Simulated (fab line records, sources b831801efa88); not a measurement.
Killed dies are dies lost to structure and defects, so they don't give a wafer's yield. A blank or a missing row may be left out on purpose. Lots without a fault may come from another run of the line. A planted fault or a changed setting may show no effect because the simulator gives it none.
Split-lot experiment | flow gf180mcu | 5 lots, 23 wafers read, on a route of 602 steps

THE SPLIT
At GF_M3_SPUTTER_02 (material AlCu, target thk 450 nm, time 23.9 s), the setting time_s was moved away from the recipe's 23.9 s on 4 of the 23 wafers read, by -10.6% to -4.7%. The other wafers ran this setting at the recipe's value.

FROM THE SPLIT TO THE READING: what the file shows between them, 7 steps
- GF_M3_SPUTTER_03: material Ti, target thk 10 nm, time 6.7 s
- GF_M3_SPUTTER_04: material TiN, target thk 50 nm, time 41.7 s
- GF_M3_RS_MEAS_05: measures by four-point-probe
- GF_M3_THK_MEAS_06: measures by xrf
- GF_M3_COAT_09: resist thk 1000 nm (also split here: resist_thk_nm)
- GF_M3_SOFTBAKE_10: time 60 s
- GF_M3_EXPOSE_11: exposes mask Metal3, target cd 280 nm

THE READING
oes_product_au, in a.u., at GF_M3_METAL_ETCH_16 (etches the open film in Cl2/BCl3, stops on SiO2, target depth 627.5 nm, time 104.6 s). Fault-free wafers of this fab line usually give 0.970 a.u., standard deviation 0.0057 a.u..

wafer  | tool, chamber at the split | time_s as run, s | against the recipe | oes_product_au, a.u. | against lot-mates on the recipe
L074.1 | pvd_sputter-01, -          | 23.9             | recipe             | 0.972                | -
L074.2 | pvd_sputter-01, -          | 23.9             | recipe             | 0.975                | -
L074.3 | pvd_sputter-01, -          | 23.9             | recipe             | 0.973                | -
L074.4 | pvd_sputter-01, -          | 21.37            | -10.6%             | 0.926                | -0.047
L074.6 | pvd_sputter-01, -          | 21.37            | -10.6%             | 0.929                | -0.044
L076.1 | pvd_sputter-03, -          | 23.9             | recipe             | 0.964                | -
L076.2 | pvd_sputter-03, -          | 23.9             | recipe             | 0.965                | -
L076.4 | pvd_sputter-03, -          | 23.9             | recipe             | 0.966                | -
L076.5 | pvd_sputter-03, -          | 23.9             | recipe             | 0.964                | -
L076.6 | pvd_sputter-03, -          | 23.9             | recipe             | 0.970                | -
L077.1 | pvd_sputter-01, -          | 23.9             | recipe             | 0.964                | -
L077.5 | pvd_sputter-01, -          | 23.9             | recipe             | 0.967                | -
L077.6 | pvd_sputter-01, -          | 23.9             | recipe             | 0.967                | -
L078.1 | pvd_sputter-03, -          | 23.9             | recipe             | 0.964                | -
L078.2 | pvd_sputter-03, -          | 22.78            | -4.7%              | 0.950                | -0.017
L078.4 | pvd_sputter-03, -          | 23.9             | recipe             | 0.970                | -
L078.5 | pvd_sputter-03, -          | 22.78            | -4.7%              | 0.933                | -0.034
L078.6 | pvd_sputter-03, -          | 23.9             | recipe             | 0.966                | -
L080.2 | pvd_sputter-03, -          | 23.9             | recipe             | 0.969                | -
L080.3 | pvd_sputter-03, -          | 23.9             | recipe             | 0.962                | -
L080.4 | pvd_sputter-03, -          | 23.9             | recipe             | 0.975                | -
L080.5 | pvd_sputter-03, -          | 23.9             | recipe             | 0.973                | -
L080.6 | pvd_sputter-03, -          | 23.9             | recipe             | 0.975                | -

THE FIT
A straight line over all 23 wafers: oes_product_au changes by +0.00413 a.u. for each +1% of time_s; r = +0.93; the points scatter about the line by 0.0054 a.u..
The same after taking each lot's own level away (the mean of its wafers on the recipe; 23 wafers): +0.00447 a.u. for each +1%; r = +0.96; scatter 0.0042 a.u..
On that fit, the largest move of time_s shifts the reading by 0.047 a.u..
The lots' own levels span 0.9658 to 0.9733 a.u., that is 1.3 times the standard deviation above.
So the lot-to-lot level changes the slope little: the two slopes agree.
Check: with one of the wafers moved furthest among these (-10.6%) left out of the fit, the line predicts -0.0478 a.u. for it against its lot-mates. It came out at -0.0473 a.u. against them.

OTHER SPLITS ON THESE WAFERS
These wafers also went through other splits before the reading. Each is held against what the fit with the lots' levels taken away leaves over:
other split on the same wafers | wafers away from the commonest value | r with oes_product_au (lot level and that fit taken away)
GF_M2_SPUTTER_00 power_w       | 9                                    | +0.31
GF_M2_EXPOSE_11 dose_mj        | 7                                    | +0.04
GF_M2_METAL_ETCH_16 bias_w     | 5                                    | -0.02
GF_V2_COAT_09 resist_thk_nm    | 7                                    | +0.14
GF_V2_PEB_12 peb_time_s        | 5                                    | +0.12
GF_V2_SPUTTER_21 power_w       | 8                                    | -0.27
GF_M3_COAT_09 resist_thk_nm    | 9                                    | -0.09

THE WHOLE CHAIN: every reading that the file lists as answering this split, in the file's order
step                | what it does                                                                         | reading                                                                       | change (the file's fit)                   | r (the file's)
GF_M3_SPUTTER_02    | material AlCu, target thk 450 nm, time 23.9 s                                        | AlCu_of_M3_SPUTTER_02.thk_nm (the simulator's own value, which no gauge read) | +4.49 nm for each +1% of the setting      | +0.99
GF_M3_RS_MEAS_05    | measures by four-point-probe                                                         | M3_ALCU_RS                                                                    | -0.000785 for each +1% of the setting     | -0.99
GF_M3_THK_MEAS_06   | measures by xrf                                                                      | M3_ALCU_THK                                                                   | +4.52 for each +1% of the setting         | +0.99
GF_M3_METAL_ETCH_16 | etches the open film in Cl2/BCl3, stops on SiO2, target depth 627.5 nm, time 104.6 s | oes_product_au                                                                | +0.00449 a.u. for each +1% of the setting | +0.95

THE FILE'S OWN FIT
oes_product_au changes by +0.00449 a.u. for each +1% of time_s, r = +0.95.
